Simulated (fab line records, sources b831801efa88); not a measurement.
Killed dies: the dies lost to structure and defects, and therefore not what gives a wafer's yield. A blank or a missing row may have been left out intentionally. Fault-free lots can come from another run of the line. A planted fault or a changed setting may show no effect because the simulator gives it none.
fab line records	flow gf180mcu
record lots=15	wafers=45	last_day=34
route steps=602 shown M4@472 V4@479 MIM@503
lots that met no fault: from a run of the same line without faults
start_h: start of the lot's first displayed wafer, in hours after the record's first day	wait_h: hours elapsed since this lot's preceding step	" unchanged from the row above	L1.1+2: one row covering several wafers at once	- no value, or no start was given	* or withheld: withheld	< > ~ a bound
route shown NAME@n: names a module that has steps shown in the file, with the first one's number in the route	usual: the fault-free wafers' mean and standard deviation	same: alike in all rows	chamber/n: place in a boat	sites: readings site by site	_std_site: standard deviation across them	_edge_site: inner sites' mean taken away from outer sites' mean	radius_mm: how far each site lies from the wafer's centre	mask NAME#n: copy n	behind: the most recent tool/chamber to have shaped the wafer	hold: why the lot was held/for how many hours/how that ended	device: names the non-switching transistor (n, p or np)	end of line: at the end of the route, the tests of the same wafers	for a step that has no rows: nothing shown but its recipe	killed: dies lost to structure and defects at the first sort, not the wafer's yield	map: shows each die of a wafer: x if killed, . if not, _ if none is there
set.NAME: the setting as run; set.NAME@STEP: as run at that earlier step	model.NAME: the simulator's own value behind a step, which no gauge read
steps of the route over a sample of lots; a table a step, a row a wafer
services: from which hour (start_h, from the record's first day; less than 0 if before it) a tool's chamber was out of use, for how many hours, and why
## steps
# step GF_M4_METAL_ETCH_16
# recipe chemistry=Cl2/BCl3	mask_material=KrF	target_depth_nm=750.8	stop_on=SiO2	pressure_mtorr=8	icp_w=800	bias_w=140	Cl2_flow_sccm=80	bcl3_flow_sccm=40	time_s=125.1
# usual drypump_motor_current_A=5.7/0.52	oes_product_au=0.990/0.0052	rf_fwd_power_W=795.7/3	throttle_valve_pct=28.227/0.0096
lot.wafer	tool	chamber	start_h	wait_h	drypump_motor_current_A	oes_product_au	rf_fwd_power_W	rf_hours_counter_h	throttle_valve_pct
L133.3	rie_metal-02	0	538.05	0.1	6.0	0.984	794.2	-	28.247
L133.4	"	1	"	"	6.3	0.992	800.1	-	28.238
L133.5	"	1	"	"	6.3	0.986	799.2	-	28.213
L134.2	rie_metal-04	0	556.73	0.0	5.3	0.991	793.7	9	28.217
L134.4	"	1	"	"	4.9	0.994	798.3	-	28.218
L134.6	"	0	"	"	5.3	0.997	793.0	-	28.231
L136.1	rie_metal-02	1	568.99	0.0	6.2	0.986	796.6	1	28.249
L136.3	"	1	"	"	6.3	0.984	792.6	-	28.209
L136.5	"	1	"	"	6.3	0.990	795.5	-	28.239
L135.1	rie_metal-01	1	571.16	0.0	5.9	0.992	793.1	11	28.244
L135.2	"	0	"	"	6.1	0.983	796.6	0	28.245
L135.4	"	1	"	"	5.8	0.993	791.6	-	28.221
L137.2	rie_metal-04	0	578.74	0.0	5.3	0.992	801.6	10	28.237
L137.3	"	0	"	"	5.3	0.984	800.4	-	28.220
L137.5	"	0	"	"	5.3	0.987	799.3	-	28.229
L138.1	rie_metal-01	0	590.16	0.0	6.2	0.983	797.6	1	28.240
L138.4	"	0	"	"	6.1	0.987	797.1	-	28.217
L138.6	"	1	"	"	5.8	0.993	790.3	-	28.238
L140.2	rie_metal-01	1	604.66	0.0	5.8	1.004	792.0	12	28.236
L140.3	"	1	"	"	5.8	0.983	791.1	-	28.234
L140.4	"	0	"	"	6.1	0.994	793.9	-	28.201
L146.1	rie_metal-04	1	649.98	0.0	4.8	0.994	801.1	1	28.215
L146.2	"	0	"	"	5.3	0.983	798.7	12	28.227
L146.5	"	1	"	"	4.9	0.992	795.8	-	28.214
L149.4	rie_metal-01	1	664.83	0.1	5.8	0.991	791.8	-	28.220
L149.5	"	1	"	"	5.8	0.992	791.6	-	28.220
L149.6	"	0	"	"	6.1	0.990	792.6	-	28.232
L150.2	rie_metal-01	0	667.58	0.0	6.1	0.981	793.0	4	28.225
L150.4	"	0	"	"	6.1	0.984	795.4	-	28.235
L150.5	"	1	"	"	5.9	0.990	791.5	-	28.214
L151.3	rie_metal-01	0	673.88	0.1	6.1	0.994	796.3	-	28.239
L151.4	"	1	"	"	5.8	0.994	791.1	-	28.221
L151.5	"	1	"	"	5.8	0.991	791.6	-	28.223
L153.2	rie_metal-04	1	682.13	0.0	4.9	0.989	799.4	2	28.218
L153.3	"	0	"	"	5.3	0.989	795.7	-	28.232
L153.5	"	0	"	"	5.3	0.987	794.1	-	28.218
L154.1	rie_metal-04	1	689.68	0.0	4.9	0.996	795.2	3	28.231
L154.2	"	0	"	"	5.3	0.995	796.4	13	28.216
L154.3	"	1	"	"	4.9	0.996	799.1	-	28.225
L155.2	rie_metal-04	1	698.28	0.1	4.9	0.988	801.8	-	28.222
L155.5	"	1	"	"	4.9	1.001	796.3	-	28.221
L155.6	"	1	"	"	4.8	0.994	797.7	-	28.236
L156.2	rie_metal-02	1	699.88	0.1	6.3	0.990	796.8	-	28.220
L156.4	"	1	"	"	6.3	0.991	798.2	-	28.235
L156.6	"	1	"	"	6.3	0.981	797.1	-	28.230
# step GF_V4_THK_MEAS_03
# recipe reads=SiO2_of_V4_CVD_02
# usual V4_CVD_02_THK=846/11
lot.wafer	tool	chamber	start_h	wait_h	V4_CVD_02_THK[nm]
L133.3	film_metro-04	-	538.96	0.1	855
L133.4	"	-	"	"	857
L133.5	"	-	"	"	851
L134.2	film_metro-01	-	557.61	0.0	839
L134.4	"	-	"	"	860
L134.6	"	-	"	"	845
L136.1	film_metro-01	-	569.88	0.0	845
L136.3	"	-	"	"	847
L136.5	"	-	"	"	858
L135.1	film_metro-03	-	572.05	0.0	850
L135.2	"	-	"	"	842
L135.4	"	-	"	"	861
L137.2	film_metro-03	-	580.01	0.0	840
L137.3	"	-	"	"	852
L137.5	"	-	"	"	856
L138.1	film_metro-04	-	591.37	0.0	849
L138.4	"	-	"	"	839
L138.6	"	-	"	"	858
L140.2	film_metro-01	-	605.64	0.0	840
L140.3	"	-	"	"	839
L140.4	"	-	"	"	856
L146.1	film_metro-01	-	650.85	0.0	847
L146.2	"	-	"	"	836
L146.5	"	-	"	"	843
L149.4	film_metro-04	-	665.72	0.0	854
L149.5	"	-	"	"	851
L149.6	"	-	"	"	871
L150.2	film_metro-04	-	668.49	0.0	852
L150.4	"	-	"	"	857
L150.5	"	-	"	"	855
L151.3	film_metro-03	-	674.73	0.1	838
L151.4	"	-	"	"	856
L151.5	"	-	"	"	860
L153.2	film_metro-04	-	683.01	0.0	855
L153.3	"	-	"	"	850
L153.5	"	-	"	"	855
L154.1	film_metro-03	-	690.55	0.0	842
L154.2	"	-	"	"	821
L154.3	"	-	"	"	835
L155.2	film_metro-03	-	699.26	0.1	852
L155.5	"	-	"	"	863
L155.6	"	-	"	"	857
L156.2	film_metro-03	-	700.88	0.0	826
L156.4	"	-	"	"	843
L156.6	"	-	"	"	845
# step GF_V4_EXPOSE_11
# recipe mask_id=Via4	target_cd_nm=260	na=0.68	source_shape=conventional	sigma_outer=0.6	dose_mj=38
# usual exposure_dose_mJ_cm2=38.09/0.18	focus_offset_nm=0.0/0.56
lot.wafer	tool	chamber	start_h	wait_h	mask	exposure_dose_mJ_cm2	focus_offset_nm
L133.3	krf_scanner-01	0	551.16	-	Via4#0	38.31	-0.4
L133.4	"	0	"	"	Via4#0	38.23	-0.6
L133.5	"	0	"	"	Via4#0	38.23	0.5
L134.2	krf_scanner-01	0	569.01	-	Via4#0	38.27	0.1
L134.4	"	0	"	"	Via4#0	38.31	-0.5
L134.6	"	0	"	"	Via4#0	38.32	-0.4
L136.1	krf_scanner-01	0	581.00	-	Via4#0	38.27	0.2
L136.3	"	0	"	"	Via4#0	38.30	-0.4
L136.5	"	0	"	"	Via4#0	38.27	0.3
L135.1	krf_scanner-02	0	583.66	-	Via4#0	37.91	0.0
L135.2	"	0	"	"	Via4#0	37.96	0.1
L135.4	"	0	"	"	Via4#0	37.92	0.4
L137.2	krf_scanner-02	0	591.10	-	Via4#0	37.96	0.7
L137.3	"	0	"	"	Via4#0	37.95	0.3
L137.5	"	0	"	"	Via4#0	37.87	-0.1
L138.1	krf_scanner-01	0	602.56	-	Via4#0	38.25	1.1
L138.4	"	0	"	"	Via4#0	38.25	-0.5
L138.6	"	0	"	"	Via4#0	38.29	0.3
L140.2	krf_scanner-01	0	615.87	-	Via4#0	38.25	0.4
L140.3	"	0	"	"	Via4#0	38.31	0.3
L140.4	"	0	"	"	Via4#0	38.32	-0.1
L146.1	krf_scanner-02	0	661.49	-	Via4#0	37.93	-0.6
L146.2	"	0	"	"	Via4#0	37.90	0.7
L146.5	"	0	"	"	Via4#0	37.88	-0.5
L149.4	krf_scanner-02	-	676.01	-	Via4#0	-	-
L149.5	"	-	"	"	Via4#0	-	-
L149.6	"	-	"	"	Via4#0	-	-
L150.2	krf_scanner-01	-	679.07	-	Via4#0	-	-
L150.4	"	-	"	"	Via4#0	-	-
L150.5	"	-	"	"	Via4#0	-	-
L151.3	krf_scanner-02	-	685.15	-	Via4#0	-	-
L151.4	"	-	"	"	Via4#0	-	-
L151.5	"	-	"	"	Via4#0	-	-
L153.2	krf_scanner-01	0	693.39	-	Via4#0	38.28	-1.3
L153.3	"	0	"	"	Via4#0	38.28	-0.4
L153.5	"	0	"	"	Via4#0	38.25	-0.1
L154.1	krf_scanner-02	0	700.72	-	Via4#0	37.87	0.1
L154.2	"	0	"	"	Via4#0	37.85	0.0
L154.3	"	0	"	"	Via4#0	37.88	0.6
L155.2	krf_scanner-02	0	708.81	-	Via4#0	37.90	-0.8
L155.5	"	0	"	"	Via4#0	37.89	-0.1
L155.6	"	0	"	"	Via4#0	37.95	0.4
L156.2	krf_scanner-02	0	710.12	-	Via4#0	37.91	-0.4
L156.4	"	0	"	"	Via4#0	37.93	-1.1
L156.6	"	0	"	"	Via4#0	37.87	0.1
# step GF_MIM_SPUTTER_00
# recipe material=Ti	target_thk_nm=37.5	arriving_ion_energy_ev=80	substrate_temp_c=200	chamber_pressure_pa=2	power_w=4000	time_s=150
# usual substrate_temp_c=199.98/0.15	throttle_valve_pct=29.8/1.4
lot.wafer	tool	chamber	start_h	wait_h	substrate_temp_c	throttle_valve_pct
L133.3	pvd_sputter-02	-	563.56	0.2	199.96	30.3
L133.4	"	-	"	"	199.72	29.5
L133.5	"	-	"	"	200.11	30.3
L134.2	pvd_sputter-04	-	581.19	0.2	199.90	27.8
L134.4	"	-	"	"	200.18	28.8
L134.6	"	-	"	"	200.09	27.6
L136.1	pvd_sputter-02	-	593.28	0.1	199.87	29.6
L136.3	"	-	"	"	199.93	30.8
L136.5	"	-	"	"	199.90	29.1
L135.1	pvd_sputter-04	-	595.88	0.2	200.12	27.9
L135.2	"	-	"	"	199.93	31.8
L135.4	"	-	"	"	200.07	29.0
L137.2	pvd_sputter-01	-	602.70	0.2	199.96	30.1
L137.3	"	-	"	"	199.88	27.6
L137.5	"	-	"	"	200.05	29.8
L138.1	pvd_sputter-04	-	613.90	0.1	200.16	31.8
L138.4	"	-	"	"	199.74	30.3
L138.6	"	-	"	"	200.11	31.6
L140.2	pvd_sputter-02	-	626.85	0.1	199.98	29.1
L140.3	"	-	"	"	200.05	30.8
L140.4	"	-	"	"	199.78	30.4
L146.1	pvd_sputter-02	-	672.11	0.2	199.62	30.7
L146.2	"	-	"	"	200.10	29.7
L146.5	"	-	"	"	199.92	29.6
L153.2	pvd_sputter-01	-	704.29	0.2	200.02	29.8
L153.3	"	-	"	"	199.95	30.1
L153.5	"	-	"	"	200.09	29.9
L154.1	pvd_sputter-01	-	710.56	0.1	199.97	31.5
L154.2	"	-	"	"	199.60	30.3
L154.3	"	-	"	"	199.63	29.7
L155.2	pvd_sputter-04	-	718.69	0.1	199.99	31.8
L155.5	"	-	"	"	199.78	31.6
L155.6	"	-	"	"	199.75	30.0
L156.2	pvd_sputter-04	-	720.85	0.1	200.13	27.4
L156.4	"	-	"	"	199.93	29.1
L156.6	"	-	"	"	200.27	30.2
## services
tool	chamber	start_h	hours	kind
rie_metal-01	0	531.86	-	clean
rie_metal-01	0	531.86	34.4	scheduled_down
rie_metal-01	-	539.95	6.5	repair
pvd_sputter-01	-	547.06	1.4	repair
krf_scanner-01	0	549.02	-	calibration
krf_scanner-01	-	553.32	4.0	pm
pvd_sputter-01	-	562.60	2.2	repair
krf_scanner-02	0	582.74	-	calibration
krf_scanner-01	-	589.25	0.8	pm
rie_metal-04	0	592.66	9.3	repair
rie_metal-02	0	594.58	22.7	repair
krf_scanner-02	-	602.32	1.0	pm
pvd_sputter-02	-	603.31	1.5	repair
pvd_sputter-02	-	607.70	7.7	repair
krf_scanner-01	-	612.18	1.3	pm
krf_scanner-02	-	622.19	1.3	pm
krf_scanner-02	-	624.76	0.8	pm
rie_metal-01	-	626.07	1.3	repair
krf_scanner-02	-	636.88	3.6	pm
krf_scanner-01	-	644.68	1.0	pm
krf_scanner-01	-	650.09	1.2	repair
pvd_sputter-02	-	655.87	3.9	repair
rie_metal-04	0	715.43	4.7	repair
krf_scanner-01	0	720.11	-	calibration
## key
first_sign step=GF_V4_EXPOSE_11	reading=tool_record	direction=missing
effect none on later readings
met_at GF_V4_EXPOSE_11
struck_lots L149,L150,L151
later_rows_left_out L149.4,L149.5,L149.6,L150.2,L150.4,L150.5,L151.3,L151.4,L151.5
sort_left_out L149.4,L149.5,L149.6,L150.2,L150.4,L150.5,L151.3,L151.4,L151.5
not_acting_at GF_M4_METAL_ETCH_16,GF_V4_THK_MEAS_03,GF_MIM_SPUTTER_00
onset_between 661.49 676.01
fault kind=skipped_step_whole	tool=krf_scanner-01,krf_scanner-02	chamber=-	onset_h=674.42	steps=GF_V4_EXPOSE_11	scope=struck_lots_only
# sort_left_out: the simulated sort isn't trusted on such a fault, so these wafers' sort isn't shown, and their yield isn't known
# later_rows_left_out: the simulator's readings of these wafers behind a module that went badly wrong aren't trusted and aren't shown, but for the sort
